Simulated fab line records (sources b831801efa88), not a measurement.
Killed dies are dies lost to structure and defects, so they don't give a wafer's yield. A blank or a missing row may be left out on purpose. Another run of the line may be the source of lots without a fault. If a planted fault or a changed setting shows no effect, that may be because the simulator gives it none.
Which tool was responsible? || flow gf180mcu || Sampling: 14 lots, 42 wafers, 3 of 602 route steps

== WHAT THE GAUGES SHOWED, per wafer ==
GF_M4_OVL_MEAS_15. Usual: for M4_OVL the level is -4 nm and the standard deviation is 6.4.
{"lot": "L819", "measured": "day 23 08:37", "on": "overlay-01", "M4_OVL (nm)": "3 -2 6", "flag": ""}
{"lot": "L821", "measured": "day 24 03:34", "on": "overlay-02", "M4_OVL (nm)": "-10 7 -10", "flag": ""}
{"lot": "L825", "measured": "day 25 17:58", "on": "overlay-02", "M4_OVL (nm)": "-7 0 6", "flag": ""}
{"lot": "L826", "measured": "day 26 00:40", "on": "overlay-01", "M4_OVL (nm)": "-3 -10 -10", "flag": ""}
{"lot": "L827", "measured": "day 26 03:56", "on": "overlay-01", "M4_OVL (nm)": "-13 -12 -8", "flag": ""}
{"lot": "L828", "measured": "day 26 20:45", "on": "overlay-02", "M4_OVL (nm)": "-4 -1 -9", "flag": ""}
{"lot": "L834", "measured": "day 28 10:02", "on": "overlay-01", "M4_OVL (nm)": "-1 9 -2", "flag": ""}
{"lot": "L836", "measured": "day 29 01:20", "on": "overlay-02", "M4_OVL (nm)": "1 -1 -4", "flag": ""}
{"lot": "L837", "measured": "day 29 03:44", "on": "overlay-02", "M4_OVL (nm)": "-3 0 -10", "flag": ""}
{"lot": "L838", "measured": "day 29 11:31", "on": "overlay-02", "M4_OVL (nm)": "-1 5 4", "flag": ""}
{"lot": "L839", "measured": "day 30 02:31", "on": "overlay-01", "M4_OVL (nm)": "-10 -5 -14", "flag": ""}
{"lot": "L840", "measured": "day 30 02:52", "on": "overlay-02", "M4_OVL (nm)": "1 -3 3", "flag": ""}
{"lot": "L841", "measured": "day 30 09:50", "on": "overlay-01", "M4_OVL (nm)": "-6 2 0", "flag": ""}
{"lot": "L842", "measured": "day 30 14:39", "on": "overlay-02", "M4_OVL (nm)": "0 1 -3", "flag": ""}

== WHICH TOOL RAN EACH LOT (tool, then ch and the chambers of the sampled wafers, then the start) ==
{"lot": "L819", "GF_M4_SPUTTER_01": "pvdSputter-03, day 22 09:31", "GF_M4_SPUTTER_03": "pvdSputter-03, day 22 09:34"}
{"lot": "L821", "GF_M4_SPUTTER_01": "pvdSputter-04, day 23 04:26", "GF_M4_SPUTTER_03": "pvdSputter-04, day 23 04:30"}
{"lot": "L825", "GF_M4_SPUTTER_01": "pvdSputter-04, day 24 20:52", "GF_M4_SPUTTER_03": "pvdSputter-04, day 24 20:56"}
{"lot": "L826", "GF_M4_SPUTTER_01": "pvdSputter-04, day 25 02:56", "GF_M4_SPUTTER_03": "pvdSputter-04, day 25 03:00"}
{"lot": "L827", "GF_M4_SPUTTER_01": "pvdSputter-03, day 25 06:25", "GF_M4_SPUTTER_03": "pvdSputter-03, day 25 06:29"}
{"lot": "L828", "GF_M4_SPUTTER_01": "pvdSputter-03, day 26 01:07", "GF_M4_SPUTTER_03": "pvdSputter-03, day 26 01:10"}
{"lot": "L834", "GF_M4_SPUTTER_01": "pvdSputter-02, day 27 13:35", "GF_M4_SPUTTER_03": "pvdSputter-02, day 27 13:39"}
{"lot": "L836", "GF_M4_SPUTTER_01": "pvdSputter-04, day 28 05:44", "GF_M4_SPUTTER_03": "pvdSputter-04, day 28 05:48"}
{"lot": "L837", "GF_M4_SPUTTER_01": "pvdSputter-04, day 28 07:52", "GF_M4_SPUTTER_03": "pvdSputter-04, day 28 07:55"}
{"lot": "L838", "GF_M4_SPUTTER_01": "pvdSputter-02, day 28 16:07", "GF_M4_SPUTTER_03": "pvdSputter-02, day 28 16:11"}
{"lot": "L839", "GF_M4_SPUTTER_01": "pvdSputter-02, day 29 07:38", "GF_M4_SPUTTER_03": "pvdSputter-02, day 29 07:42"}
{"lot": "L840", "GF_M4_SPUTTER_01": "pvdSputter-03, day 29 08:22", "GF_M4_SPUTTER_03": "pvdSputter-03, day 29 08:25"}
{"lot": "L841", "GF_M4_SPUTTER_01": "pvdSputter-03, day 29 14:49", "GF_M4_SPUTTER_03": "pvdSputter-03, day 29 14:53"}
{"lot": "L842", "GF_M4_SPUTTER_01": "pvdSputter-02, day 29 20:10", "GF_M4_SPUTTER_03": "pvdSputter-02, day 29 20:14"}
- GF_M4_SPUTTER_01: material TiN, target thk 30 nm, time 25 s.
- GF_M4_SPUTTER_03: material Ti, target thk 10 nm, time 6.7 s.

== WHAT THE TOOLS THEMSELVES READ (means of the sampled wafers that have a number; where no wafer has one, the mark that the record gives instead) ==
GF_M4_SPUTTER_01. Usual: cathodeDcPowerW 6500.0 W, standard deviation 1.2; chamberPressurePa 0.4000 Pa, standard deviation 0.00082; throttleValvePct 29.8 %, standard deviation 1.1.
{"lot": "L819", "tool": "pvdSputter-03", "cathodeDcPowerW (W)": 6500.4, "chamberPressurePa (Pa)": 0.3995, "throttleValvePct (%)": 31.1, "flag": ""}
{"lot": "L821", "tool": "pvdSputter-04", "cathodeDcPowerW (W)": 6500.1, "chamberPressurePa (Pa)": 0.4004, "throttleValvePct (%)": 30.2, "flag": ""}
{"lot": "L825", "tool": "pvdSputter-04", "cathodeDcPowerW (W)": 6499.8, "chamberPressurePa (Pa)": 0.3995, "throttleValvePct (%)": 30.0, "flag": ""}
{"lot": "L826", "tool": "pvdSputter-04", "cathodeDcPowerW (W)": 6499.9, "chamberPressurePa (Pa)": 0.4002, "throttleValvePct (%)": 30.0, "flag": ""}
{"lot": "L827", "tool": "pvdSputter-03", "cathodeDcPowerW (W)": 6500.3, "chamberPressurePa (Pa)": 0.3992, "throttleValvePct (%)": 30.8, "flag": ""}
{"lot": "L828", "tool": "pvdSputter-03", "cathodeDcPowerW (W)": 6500.0, "chamberPressurePa (Pa)": 0.3993, "throttleValvePct (%)": 29.8, "flag": ""}
{"lot": "L834", "tool": "pvdSputter-02", "cathodeDcPowerW (W)": 6500.9, "chamberPressurePa (Pa)": 0.3998, "throttleValvePct (%)": 29.3, "flag": ""}
{"lot": "L836", "tool": "pvdSputter-04", "cathodeDcPowerW (W)": 6499.5, "chamberPressurePa (Pa)": 0.3992, "throttleValvePct (%)": 30.0, "flag": ""}
{"lot": "L837", "tool": "pvdSputter-04", "cathodeDcPowerW (W)": 6498.6, "chamberPressurePa (Pa)": 0.4005, "throttleValvePct (%)": 30.1, "flag": ""}
{"lot": "L838", "tool": "pvdSputter-02", "cathodeDcPowerW (W)": 6499.3, "chamberPressurePa (Pa)": 0.4008, "throttleValvePct (%)": 29.3, "flag": ""}
{"lot": "L839", "tool": "pvdSputter-02", "cathodeDcPowerW (W)": 6499.6, "chamberPressurePa (Pa)": 0.4002, "throttleValvePct (%)": 29.0, "flag": ""}
{"lot": "L840", "tool": "pvdSputter-03", "cathodeDcPowerW (W)": 6501.1, "chamberPressurePa (Pa)": 0.4003, "throttleValvePct (%)": 31.5, "flag": ""}
{"lot": "L841", "tool": "pvdSputter-03", "cathodeDcPowerW (W)": 6500.1, "chamberPressurePa (Pa)": 0.4000, "throttleValvePct (%)": 29.7, "flag": ""}
{"lot": "L842", "tool": "pvdSputter-02", "cathodeDcPowerW (W)": 6499.2, "chamberPressurePa (Pa)": 0.4001, "throttleValvePct (%)": 29.6, "flag": ""}

GF_M4_SPUTTER_03. Usual: cathodeDcPowerW 3000.0 W, standard deviation 0.59; chamberPressurePa 0.3001 Pa, standard deviation 0.00058; substrateTempC 300.01 C, standard deviation 0.19; throttleValvePct 29.9 %, standard deviation 1.1.
{"lot": "L819", "tool": "pvdSputter-03", "cathodeDcPowerW (W)": 3000.0, "chamberPressurePa (Pa)": 0.2997, "substrateTempC (C)": 299.79, "throttleValvePct (%)": 30.9, "flag": ""}
{"lot": "L821", "tool": "pvdSputter-04", "cathodeDcPowerW (W)": 3000.2, "chamberPressurePa (Pa)": 0.3008, "substrateTempC (C)": 300.03, "throttleValvePct (%)": 30.3, "flag": ""}
{"lot": "L825", "tool": "pvdSputter-04", "cathodeDcPowerW (W)": 3000.2, "chamberPressurePa (Pa)": 0.3002, "substrateTempC (C)": 300.00, "throttleValvePct (%)": 30.1, "flag": ""}
{"lot": "L826", "tool": "pvdSputter-04", "cathodeDcPowerW (W)": 3000.4, "chamberPressurePa (Pa)": 0.3001, "substrateTempC (C)": 299.99, "throttleValvePct (%)": 29.9, "flag": ""}
{"lot": "L827", "tool": "pvdSputter-03", "cathodeDcPowerW (W)": 3000.5, "chamberPressurePa (Pa)": 0.2994, "substrateTempC (C)": 299.98, "throttleValvePct (%)": 31.0, "flag": ""}
{"lot": "L828", "tool": "pvdSputter-03", "cathodeDcPowerW (W)": 2999.6, "chamberPressurePa (Pa)": 0.2994, "substrateTempC (C)": 300.21, "throttleValvePct (%)": 29.8, "flag": ""}
{"lot": "L834", "tool": "pvdSputter-02", "cathodeDcPowerW (W)": 3000.2, "chamberPressurePa (Pa)": 0.3001, "substrateTempC (C)": 300.17, "throttleValvePct (%)": 29.4, "flag": ""}
{"lot": "L836", "tool": "pvdSputter-04", "cathodeDcPowerW (W)": 3000.0, "chamberPressurePa (Pa)": 0.2998, "substrateTempC (C)": 299.83, "throttleValvePct (%)": 30.1, "flag": ""}
{"lot": "L837", "tool": "pvdSputter-04", "cathodeDcPowerW (W)": 2999.4, "chamberPressurePa (Pa)": 0.2994, "substrateTempC (C)": 300.00, "throttleValvePct (%)": 30.2, "flag": ""}
{"lot": "L838", "tool": "pvdSputter-02", "cathodeDcPowerW (W)": 3000.3, "chamberPressurePa (Pa)": 0.3004, "substrateTempC (C)": 300.09, "throttleValvePct (%)": 29.4, "flag": ""}
{"lot": "L839", "tool": "pvdSputter-02", "cathodeDcPowerW (W)": 3000.3, "chamberPressurePa (Pa)": 0.2996, "substrateTempC (C)": 299.96, "throttleValvePct (%)": 29.1, "flag": ""}
{"lot": "L840", "tool": "pvdSputter-03", "cathodeDcPowerW (W)": 2999.8, "chamberPressurePa (Pa)": 0.2999, "substrateTempC (C)": 300.25, "throttleValvePct (%)": 31.4, "flag": ""}
{"lot": "L841", "tool": "pvdSputter-03", "cathodeDcPowerW (W)": 2999.2, "chamberPressurePa (Pa)": 0.3002, "substrateTempC (C)": 299.95, "throttleValvePct (%)": 29.5, "flag": ""}
{"lot": "L842", "tool": "pvdSputter-02", "cathodeDcPowerW (W)": 2999.5, "chamberPressurePa (Pa)": 0.3006, "substrateTempC (C)": 300.07, "throttleValvePct (%)": 29.7, "flag": ""}

== THE ANSWER, worked out from the rows above alone ==
Rule: a lot counts as off when the mean over its wafers that have a number is more than 3 standard deviations away from the usual mean. A lot without any number at a reading at which 4 lots or more have one is off too. The other lots that the step has rows for count as sound. Order of review: gauges by route order, followed by the tools' own readings, for which a lot's mean as printed above is used. At the first step where some lot is off, the reading lying furthest off is the one used; lots without a number count as furthest.
None of the lots is off at any reading shown; this tells nothing.

== WHAT THE SIMULATOR HAD PUT IN ==
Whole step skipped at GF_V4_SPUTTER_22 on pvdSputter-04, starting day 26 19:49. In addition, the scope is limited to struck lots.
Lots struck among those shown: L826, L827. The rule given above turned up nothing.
